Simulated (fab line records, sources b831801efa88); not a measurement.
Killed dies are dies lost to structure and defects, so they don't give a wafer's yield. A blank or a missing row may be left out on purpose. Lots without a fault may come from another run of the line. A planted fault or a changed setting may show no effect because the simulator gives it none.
Which tool did it? | flow gf180mcu | 11 lots, 33 wafers sampled, at 5 steps of a route of 602

WHAT THE GAUGES READ, wafer by wafer
GF_VT_IMPLANT_OVL_MEAS_18. Usual: VT_IMPLANT_01_OVL 0.3 nm, standard deviation 1.2.
lot  | measured     | on         | VT_IMPLANT_01_OVL (nm) | flag
L531 | day 6 09:49  | overlay-01 | 2.0 0.9 2.1            |
L532 | day 6 13:00  | overlay-01 | 0.0 -0.6 0.2           |
L536 | day 7 15:19  | overlay-02 | -0.6 -0.5 -0.5         |
L537 | day 7 22:59  | overlay-01 | 0.2 1.6 0.6            |
L538 | day 8 04:46  | overlay-02 | -0.3 -0.8 1.0          |
L546 | day 10 04:48 | overlay-02 | 1.4 1.7 1.2            |
L547 | day 10 11:17 | overlay-01 | 1.4 -0.2 0.3           |
L549 | day 10 23:27 | overlay-02 | 0.0 -1.7 -1.4          |
L551 | day 11 16:25 | overlay-01 | -0.7 -1.1 -0.5         |
L552 | day 11 19:51 | overlay-01 | -0.9 -1.7 -2.5         |
L554 | day 12 09:08 | overlay-02 | 0.1 -0.6 0.0           |

GF_PSD_TW_MEAS_11. Usual: PSD_TW 3200, standard deviation 13.
lot  | measured     | on            | PSD_TW         | flag
L531 | day 14 06:25 | film_metro-02 | 3197 3176 3191 |
L532 | day 14 12:43 | film_metro-02 | 3189 3183 3205 |
L536 | day 16 02:13 | film_metro-03 | 3218 3203 3214 |
L537 | day 16 11:31 | film_metro-02 | 2647 2642 2659 | OFF
L538 | day 16 22:07 | film_metro-01 | 2625 2637 2633 | OFF
L546 | day 19 18:11 | film_metro-03 | 3187 3182 3211 |
L547 | day 19 22:49 | film_metro-02 | 3201 3186 3184 |
L549 | day 20 12:50 | film_metro-02 | 3188 3208 3188 |
L551 | day 21 11:13 | film_metro-01 | 3211 3224 3211 |
L552 | day 21 15:46 | film_metro-02 | 3216 3202 3212 |
L554 | day 22 05:41 | film_metro-02 | 3203 3218 3214 |

GF_PSD_RS_MEAS_15: measures by four-point-probe. Usual: PSD_RS 108.53 ohm/sq, standard deviation 0.29.
lot  | measured     | on            | PSD_RS (ohm/sq)      | flag
L531 | day 14 06:43 | film_metro-02 | 108.31 108.96 108.47 |
L532 | day 14 13:02 | film_metro-02 | 108.93 108.88 108.59 |
L536 | day 16 02:31 | film_metro-02 | 108.91 108.76 108.72 |
L537 | day 16 11:50 | film_metro-01 | 178.69 179.04 177.87 | OFF
L538 | day 16 22:31 | film_metro-01 | 180.48 180.54 180.32 | OFF
L546 | day 19 18:32 | film_metro-03 | 108.21 107.91 107.97 |
L547 | day 19 23:08 | film_metro-03 | 108.29 108.38 108.37 |
L549 | day 20 13:08 | film_metro-02 | 108.82 108.44 108.50 |
L551 | day 21 11:32 | film_metro-02 | 108.39 108.32 108.67 |
L552 | day 21 16:05 | film_metro-02 | 108.18 108.34 108.30 |
L554 | day 22 06:01 | film_metro-02 | 108.54 108.57 108.93 |

WHICH TOOL RAN EACH LOT (tool, then ch and the chambers of the sampled wafers, then the start)
lot  | GF_PSD_IMPLANT_09               | GF_PSD_STRIP_10
L531 | implanter-02 ch 0, day 14 06:10 | plasma_asher-04 ch 0,1, day 14 06:19
L532 | implanter-03 ch 0, day 14 12:28 | plasma_asher-04 ch 0,1, day 14 12:37
L536 | implanter-02 ch 0, day 16 01:58 | plasma_asher-04 ch 0,1, day 16 02:07
L537 | implanter-03 ch 0, day 16 11:17 | plasma_asher-02 ch 0, day 16 11:25
L538 | implanter-03 ch 0, day 16 21:52 | plasma_asher-01 ch 1, day 16 22:01
L546 | implanter-01 ch 0, day 19 17:56 | plasma_asher-01 ch 0,1, day 19 18:05
L547 | implanter-03 ch 0, day 19 22:35 | plasma_asher-04 ch 0,1, day 19 22:43
L549 | implanter-03 ch 0, day 20 12:35 | plasma_asher-01 ch 0,1, day 20 12:44
L551 | implanter-01 ch 0, day 21 10:58 | plasma_asher-02 ch 0,1, day 21 11:07
L552 | implanter-01 ch 0, day 21 15:32 | plasma_asher-01 ch 0,1, day 21 15:40
L554 | implanter-01 ch 0, day 22 05:27 | plasma_asher-01 ch 0,1, day 22 05:34
- GF_PSD_IMPLANT_09
- GF_PSD_STRIP_10: strips in O2/N2.

WHAT THE TOOLS THEMSELVES READ (means of the sampled wafers that have a number; where no wafer has one, the mark that the record gives instead)
GF_PSD_IMPLANT_09. Usual: dose_ions_cm2 1.4997e+15, standard deviation 1.6e+12; end_station_pressure_torr 1.18e-05 Torr, standard deviation 6.2e-07; faraday_current_uA 8261, standard deviation 170; tilt_deg 6.998 degrees, standard deviation 0.019.
lot  | tool         | dose_ions_cm2 | end_station_pressure_torr (Torr) | faraday_current_uA | tilt_deg (degrees) | flag
L531 | implanter-02 | 1.4994e+15    | 1.19e-05                         | 8402               | 6.997              |
L532 | implanter-03 | 1.5005e+15    | 1.21e-05                         | 8147               | 7.000              |
L536 | implanter-02 | 1.5007e+15    | 1.25e-05                         | 8074               | 6.997              |
L537 | implanter-03 | 6.7423e+14    | 8.07e-06                         | 3836               | 7.003              | OFF
L538 | implanter-03 | 6.7360e+14    | 7.87e-06                         | 3725               | 6.991              | OFF
L546 | implanter-01 | 1.4993e+15    | 1.15e-05                         | 8234               | 6.978              |
L547 | implanter-03 | 1.5000e+15    | 1.23e-05                         | 8343               | 6.980              |
L549 | implanter-03 | 1.5009e+15    | 1.14e-05                         | 8184               | 6.998              |
L551 | implanter-01 | 1.4994e+15    | 1.12e-05                         | 8240               | 6.991              |
L552 | implanter-01 | 1.4993e+15    | 1.15e-05                         | 8304               | 7.015              |
L554 | implanter-01 | 1.4990e+15    | 1.20e-05                         | 8387               | 7.004              |

GF_PSD_STRIP_10. Usual: drypump_motor_current_A 5.7 A, standard deviation 0.41; heater_power_w 332 W, standard deviation 29; oes_product_au 0.592 a.u., standard deviation 0.0044; strip_time_to_endpoint_s 16.52 s, standard deviation 0.035.
lot  | tool            | drypump_motor_current_A (A) | heater_power_w (W) | oes_product_au (a.u.) | strip_time_to_endpoint_s (s) | flag
L531 | plasma_asher-04 | 6.2                         | 302                | 0.585                 | 16.49                        |
L532 | plasma_asher-04 | 6.2                         | 306                | 0.594                 | 16.51                        |
L536 | plasma_asher-04 | 6.2                         | 303                | 0.589                 | 16.47                        |
L537 | plasma_asher-02 | 5.9                         | 314                | 0.654                 | 14.20                        | OFF
L538 | plasma_asher-01 | 6.0                         | 345                | 0.650                 | 14.18                        | OFF
L546 | plasma_asher-01 | 5.4                         | 332                | 0.593                 | 16.51                        |
L547 | plasma_asher-04 | 6.2                         | 296                | 0.591                 | 16.54                        |
L549 | plasma_asher-01 | 5.7                         | 339                | 0.591                 | 16.49                        |
L551 | plasma_asher-02 | 5.7                         | 337                | 0.589                 | 16.53                        |
L552 | plasma_asher-01 | 5.7                         | 339                | 0.589                 | 16.50                        |
L554 | plasma_asher-01 | 5.5                         | 332                | 0.590                 | 16.54                        |

THE ANSWER, worked out from the rows above alone
Rule: a lot is off if the mean of its wafers that have a number lies more than 3 standard deviations from the usual mean. A lot without any number at a reading at which 4 lots or more have one is off too. The other lots that the step has rows for count as sound. The gauges are gone through in route order, then the tools' own readings, and for those a lot's mean is taken as printed above. The first step at which some lot is off is used, and at that step the reading that is off furthest; a lot without a number counts as furthest.
Off: L537, L538, at GF_PSD_TW_MEAS_11 (PSD_TW).
A tool fits if, at a process step before that reading, it ran every lot that is off, and no sound lot after the first of them. The gauges at GF_PSD_TW_MEAS_11 aren't tried: what is off there is off at GF_PSD_IMPLANT_09 too, on other tools, and a gauge's error can't cause that. None of those tried fits.

WHAT THE SIMULATOR HAD PUT IN
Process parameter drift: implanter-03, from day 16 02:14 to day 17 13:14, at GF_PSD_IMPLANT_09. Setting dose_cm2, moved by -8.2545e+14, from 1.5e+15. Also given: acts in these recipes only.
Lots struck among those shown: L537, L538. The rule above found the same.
